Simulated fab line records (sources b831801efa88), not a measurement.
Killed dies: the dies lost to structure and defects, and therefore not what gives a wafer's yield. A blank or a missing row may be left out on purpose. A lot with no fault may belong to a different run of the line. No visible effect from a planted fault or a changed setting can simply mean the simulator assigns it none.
Which tool was responsible?	flow sky130	18 wafers from 6 lots sampled at 2 of the route's 708 steps

WHAT THE GAUGES SHOWED, per wafer
SKY_VT_ADJUST_HVTR_TW_MEAS_11.
lot	measured	on	VT_ADJUST_HVTR_TW
L324	day 8 09:11	filmMetro-03	213.3 212.4 213.4
L329	day 9 09:05	filmMetro-03	214.9 213.9 214.3
L333	day 10 03:15	filmMetro-01	208.8 210.3 209.2
L336	day 10 19:13	filmMetro-02	229.2 229.1 228.1 229.1 228.6 228.8
L338	day 11 06:50	filmMetro-02	230.6 232.4 231.6 231.0 230.3 230.2
L342	day 20 04:21	filmMetro-02	210.8 210.4 210.8

WHICH TOOL RAN EACH LOT (tool, then ch and the chambers of the sampled wafers, then the start)
lot	SKY_VT_ADJUST_HVTR_IMPLANT_09
L324	implanter-02 ch 0, day 8 08:56
L329	implanter-04 ch 0, day 9 08:50
L333	implanter-02 ch 0, day 10 03:00
L336	implanter-01 ch 0, day 10 18:58
L338	implanter-01 ch 0, day 11 06:35
L342	implanter-04 ch 0, day 20 04:07
- SKY_VT_ADJUST_HVTR_IMPLANT_09

THE ANSWER, worked out from the rows above alone
Rule: the lots themselves supply what counts as usual. Put in order of their means at a reading, lots are off if they are a third of the lots or fewer, leave a main group of 4 or more, and stand apart from it by a gap of 3 or more times the standard deviation of the main group's means; of several such gaps the widest counts. The tables above print the reading to a certain number of digits; a main group whose means all agree to those digits is not used. Also off: a lot with no number at a reading for which 4 or more lots have one. The other lots that the step has rows for count as sound.
Off: L336, L338, at SKY_VT_ADJUST_HVTR_TW_MEAS_11 (VT_ADJUST_HVTR_TW). For the main group the mean is 211.9 and the standard deviation 1.9.
A tool fits if, at a process step before that reading, it ran every lot that is off, and no sound lot after the first of them. Those tools and the gauges at SKY_VT_ADJUST_HVTR_TW_MEAS_11 are tried in the same way. One fits: implanter-01 at SKY_VT_ADJUST_HVTR_IMPLANT_09. It ran no sound lot before its first lot that is off in this sample, so the start can't be narrowed down.

WHAT THE SIMULATOR HAD PUT IN
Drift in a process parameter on implanter-01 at SKY_VT_ADJUST_HVTR_IMPLANT_09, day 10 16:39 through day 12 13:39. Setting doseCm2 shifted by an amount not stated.
Shown lots that were struck: L336, L338. Same finding as the rule above.
